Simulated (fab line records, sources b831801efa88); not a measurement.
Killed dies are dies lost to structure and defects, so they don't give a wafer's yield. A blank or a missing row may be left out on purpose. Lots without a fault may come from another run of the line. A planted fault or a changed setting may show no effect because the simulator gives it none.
Which tool did it? | flow sky130 | 11 lots, 33 wafers sampled, at 5 steps of a route of 708

WHAT THE GAUGES READ, wafer by wafer
SKY_VIA4_RS_MEAS_19: measures by four-point-probe.
lot  | measured     | on            | VIA4_W_RS (ohm/sq)
L933 | day 42 13:47 | film_metro-04 | 0.2256 0.2265 0.2271
L935 | day 43 07:50 | film_metro-04 | 0.2279 0.2269 0.2266
L936 | day 43 13:06 | film_metro-04 | 0.2293 0.2310 0.2301
L937 | day 44 07:43 | film_metro-03 | 0.2222 0.2248 0.2274
L939 | day 44 12:54 | film_metro-04 | 0.2287 0.2265 0.2267
L940 | day 44 21:53 | film_metro-03 | 0.2273 0.2282 0.2271
L942 | day 45 15:11 | film_metro-03 | 0.2271 0.2297 0.2301
L944 | day 45 20:16 | film_metro-02 | 0.2218 0.2234 0.2252
L948 | day 47 00:42 | film_metro-03 | 0.2302 0.2518 0.2484
L951 | day 48 22:19 | film_metro-02 | 0.2255 0.2263 0.2264
L955 | day 48 23:04 | film_metro-02 | 0.2261 0.2254 0.2253

SKY_VIA4_THK_MEAS_20: measures by xrf.
lot  | measured     | on            | VIA4_W_THK (nm)
L933 | day 42 13:53 | film_metro-04 | 515 512 511
L935 | day 43 07:57 | film_metro-04 | 507 506 507
L936 | day 43 13:13 | film_metro-04 | 500 498 498
L937 | day 44 07:50 | film_metro-03 | 521 516 512
L939 | day 44 13:01 | film_metro-04 | 508 511 511
L940 | day 44 22:01 | film_metro-03 | 510 506 508
L942 | day 45 15:18 | film_metro-03 | 510 503 501
L944 | day 45 20:23 | film_metro-02 | 525 523 515
L948 | day 47 00:49 | film_metro-03 | 504 460 465
L951 | day 48 22:25 | film_metro-02 | 514 512 512
L955 | day 48 23:11 | film_metro-02 | 512 514 513

WHICH TOOL RAN EACH LOT (tool, then ch and the chambers of the sampled wafers, then the start)
lot  | SKY_VIA3_ETCH_15                   | SKY_METAL4_SPUTTER_01        | SKY_VIA4_CVD_18
L933 | rie_diel-01 ch 0,3, day 39 08:26   | pvd_sputter-03, day 39 09:46 | cvd_w-02 ch 0,1, day 42 13:37
L935 | rie_diel-01 ch 0,1,2, day 40 03:34 | pvd_sputter-04, day 40 05:22 | cvd_w-01 ch 0, day 43 07:34
L936 | rie_diel-01 ch 0,1, day 40 08:05   | pvd_sputter-04, day 40 09:49 | cvd_w-01 ch 0, day 43 12:48
L937 | rie_diel-01 ch 0,1, day 41 04:43   | pvd_sputter-01, day 41 06:03 | cvd_w-02 ch 0,1, day 44 07:34
L939 | rie_diel-03 ch 1,2, day 41 10:28   | pvd_sputter-04, day 41 11:48 | cvd_w-01 ch 0,1, day 44 12:43
L940 | rie_diel-02 ch 0,1,2, day 41 20:58 | pvd_sputter-01, day 41 22:18 | cvd_w-01 ch 0,1, day 44 21:44
L942 | rie_diel-03 ch 2,3, day 42 16:25   | pvd_sputter-03, day 42 17:52 | cvd_w-01 ch 0,1, day 45 15:02
L944 | rie_diel-02 ch 2,3, day 42 21:31   | pvd_sputter-03, day 42 22:58 | cvd_w-02 ch 0, day 45 20:06
L948 | rie_diel-01 ch 2,3, day 44 04:49   | pvd_sputter-03, day 44 08:25 | cvd_w-01 ch 0,1, day 47 00:33
L951 | rie_diel-01 ch 2,3, day 46 07:47   | pvd_sputter-01, day 46 09:12 | cvd_w-02 ch 0,1, day 48 22:08
L955 | rie_diel-01 ch 1,2, day 46 09:26   | pvd_sputter-01, day 46 10:47 | cvd_w-02 ch 0,1, day 48 22:55
- SKY_VIA3_ETCH_15: etches SiO2 in C4F8/O2/Ar, stops on TiN, target depth 507 nm, time 78 s.
- SKY_METAL4_SPUTTER_01: material TiN, target thk 20 nm, time 16.7 s.
- SKY_VIA4_CVD_18: deposits W, target thk 505 nm, time 152.14 s.

WHAT THE TOOLS THEMSELVES READ (means of the sampled wafers that have a number; where no wafer has one, the mark that the record gives instead)
SKY_VIA3_ETCH_15.
lot  | tool        | oes_product_au (a.u.)
L933 | rie_diel-01 | 0.947
L935 | rie_diel-01 | 0.945
L936 | rie_diel-01 | 0.945
L937 | rie_diel-01 | 0.945
L939 | rie_diel-03 | 0.944
L940 | rie_diel-02 | 0.948
L942 | rie_diel-03 | 0.944
L944 | rie_diel-02 | 0.945
L948 | rie_diel-01 | 0.940
L951 | rie_diel-01 | 0.946
L955 | rie_diel-01 | 0.948

SKY_METAL4_SPUTTER_01.
lot  | tool           | throttle_valve_pct (%)
L933 | pvd_sputter-03 | 30.1
L935 | pvd_sputter-04 | 31.0
L936 | pvd_sputter-04 | 30.9
L937 | pvd_sputter-01 | 30.3
L939 | pvd_sputter-04 | 29.8
L940 | pvd_sputter-01 | 30.6
L942 | pvd_sputter-03 | 30.0
L944 | pvd_sputter-03 | 30.1
L948 | pvd_sputter-03 | 29.7
L951 | pvd_sputter-01 | 31.0
L955 | pvd_sputter-01 | 30.8

SKY_VIA4_CVD_18.
lot  | tool     | heater_power_w (W) | susceptor_temp_C (C)
L933 | cvd_w-02 | 734                | 399.98
L935 | cvd_w-01 | 874                | 399.97
L936 | cvd_w-01 | 871                | 400.13
L937 | cvd_w-02 | 742                | 400.01
L939 | cvd_w-01 | 886                | 399.79
L940 | cvd_w-01 | 873                | 399.68
L942 | cvd_w-01 | 890                | 399.70
L944 | cvd_w-02 | 782                | 399.66
L948 | cvd_w-01 | 850                | 396.45
L951 | cvd_w-02 | 753                | 399.80
L955 | cvd_w-02 | 725                | 400.00

THE ANSWER, worked out from the rows above alone
Rule: what is usual is taken from the lots themselves. Put in order of their means at a reading, lots are off if they are a third of the lots or fewer, leave a main group of 4 or more, and stand apart from it by a gap of 3 or more times the standard deviation of the main group's means; of several such gaps the widest counts. A main group whose means are all the same, to the digits that the tables above print for the reading, isn't used. A lot without any number at a reading at which 4 lots or more have one is off too. The other lots that the step has rows for count as sound. The gauges are gone through in route order, then the tools' own readings, and for those a lot's mean is taken as printed above. The first step at which some lot is off is used, and at that step the reading that is off furthest; a lot without a number counts as furthest.
Off: L948, at SKY_VIA4_RS_MEAS_19 (VIA4_W_RS). The main group: mean 0.2267 ohm/sq, standard deviation 0.0018.
A tool fits if, at a process step before that reading, it ran every lot that is off, and no sound lot after the first of them. The gauges at SKY_VIA4_RS_MEAS_19 aren't tried: what is off there is off at SKY_VIA4_CVD_18 too, on other tools, and a gauge's error can't cause that. Can't be told from this: 2 tools fit, pvd_sputter-03 at SKY_METAL4_SPUTTER_01, cvd_w-01 at SKY_VIA4_CVD_18.

WHAT THE SIMULATOR HAD PUT IN
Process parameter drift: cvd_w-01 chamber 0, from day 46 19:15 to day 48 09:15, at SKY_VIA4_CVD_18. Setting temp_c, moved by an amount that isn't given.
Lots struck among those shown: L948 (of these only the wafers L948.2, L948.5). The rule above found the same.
